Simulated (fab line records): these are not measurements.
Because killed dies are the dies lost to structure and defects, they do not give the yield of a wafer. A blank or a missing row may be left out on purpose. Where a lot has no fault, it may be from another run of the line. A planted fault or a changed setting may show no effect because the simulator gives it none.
8D (eight disciplines) problem report, filled in by code ; flow sky130 ; the parts of the form that need people (team, actions taken, sign-off) are left out

1. THE PROBLEM
METAL2_ALCU_RS at SKY_METAL2_RS_MEAS_05 reads a mean of 0.1142 ohm/sq on 6 wafers of 2 lots; wafers without a fault read 0.1269 ohm/sq with a standard deviation of 0.0016. Relative to the usual mean, that is a shift of -7.9 standard deviations.
The step: measures by four-point-probe.
Seen first at day 38 14:25 on film-metro-04, wafer L299.1. Wafers with a number at this step in the record: 33, from 11 lots. Rule for "out", or "out of limits": more than 4 standard deviations from the usual mean. Any other wafer with a number is counted as sound.

2. WHAT IT IS, AND WHAT IT ISN'T
question;is;is not
which readings at this step;METAL2_ALCU_RS;-
which lots;L299, L300;L284, L287, L291, L292, L293, L297, L298, L301, L307
which wafers of those lots;all that have a number;-
read on which gauges;film-metro-01, film-metro-04;film-metro-03
when;from day 38 14:25;"up to then (21 sound wafers); but 6 sound wafers of L301, L307 came after"

3. WHAT RULES OUT EACH SUSPECT
Counting: a tool stays on the suspect list if, at a process step up to the reading, it processed all lots that are out and no sound lot following the first of them.
- ruled out: the gauge at SKY_METAL2_RS_MEAS_05. Those wafers that are out were read across 2 gauges (film-metro-01, film-metro-04).
- pvd-sputter-03 at SKY_METAL2_SPUTTER_02 (material AlCu, target thk 250 nm, time 13.3 s): kept. All lots that are out passed through it, beginning with L299 at day 38 14:19, and no sound lot followed; its final sound lot before that point was L298 at day 38 11:15. Its own chamber-pressure-pa readings are out on those wafers.
- pvd-sputter-03 at SKY_METAL2_SPUTTER_03 (material Ti, target thk 5 nm, time 3.3 s): kept. All lots that are out passed through it, beginning with L299 at day 38 14:20, and no sound lot followed; its final sound lot before that point was L298 at day 38 11:16.
After counting, pvd-sputter-03 at SKY_METAL2_SPUTTER_02 and pvd-sputter-03 at SKY_METAL2_SPUTTER_03 remain.

4. THE CAUSE (what the simulator had put in)
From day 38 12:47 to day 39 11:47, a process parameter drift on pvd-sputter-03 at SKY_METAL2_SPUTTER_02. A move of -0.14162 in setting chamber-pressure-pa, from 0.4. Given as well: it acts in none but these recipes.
After counting, 2 suspects remain, this tool included.

5. SEQUENCE OF EFFECTS, ordered by route
Each row: a reading whose mean over the struck wafers that have a number lies more than 3 standard deviations from the usual. Only readings for which the record gives a usual standard deviation are gone through. hours: the time from each lot's start at the first step in this table that gives one to its start at this step, as a median over the lots. sigmas: the change in usual standard deviations.
hours;step;reading;usual;on struck wafers;change;sigmas
0;SKY_METAL2_SPUTTER_02;chamber-pressure-pa;0.4001 Pa;0.2588;-0.1413;-99 or more
0;SKY_METAL2_SPUTTER_02;throttle-valve-pct;30.1 %;37.1;+7.0;+5.8
0;SKY_METAL2_RS_MEAS_05;METAL2_ALCU_RS;0.1269 ohm/sq;0.1142;-0.0127;-7.9
0;SKY_METAL2_THK_MEAS_06;METAL2_ALCU_THK;247 nm;267;+20;+6.1
It contains these process steps:
- SKY_METAL2_SPUTTER_02: material AlCu, target thk 250 nm, time 13.3 s.

6. WHAT WOULD HAVE CAUGHT IT SOONER
In this record the first reading out of limits at a measuring or inspecting step was taken at day 38 14:25, 2 hours after the fault began at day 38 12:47.
The tool's own readings at SKY_METAL2_SPUTTER_02 were out on every struck wafer that the step has a row for (chamber-pressure-pa): an alarm limit on them would have fired on the first of those.
L300, from the lots that are out (2), started SKY_METAL2_SPUTTER_02 on pvd-sputter-03 later than day 38 14:25. It would have been spared by a hold on the tool at that moment.
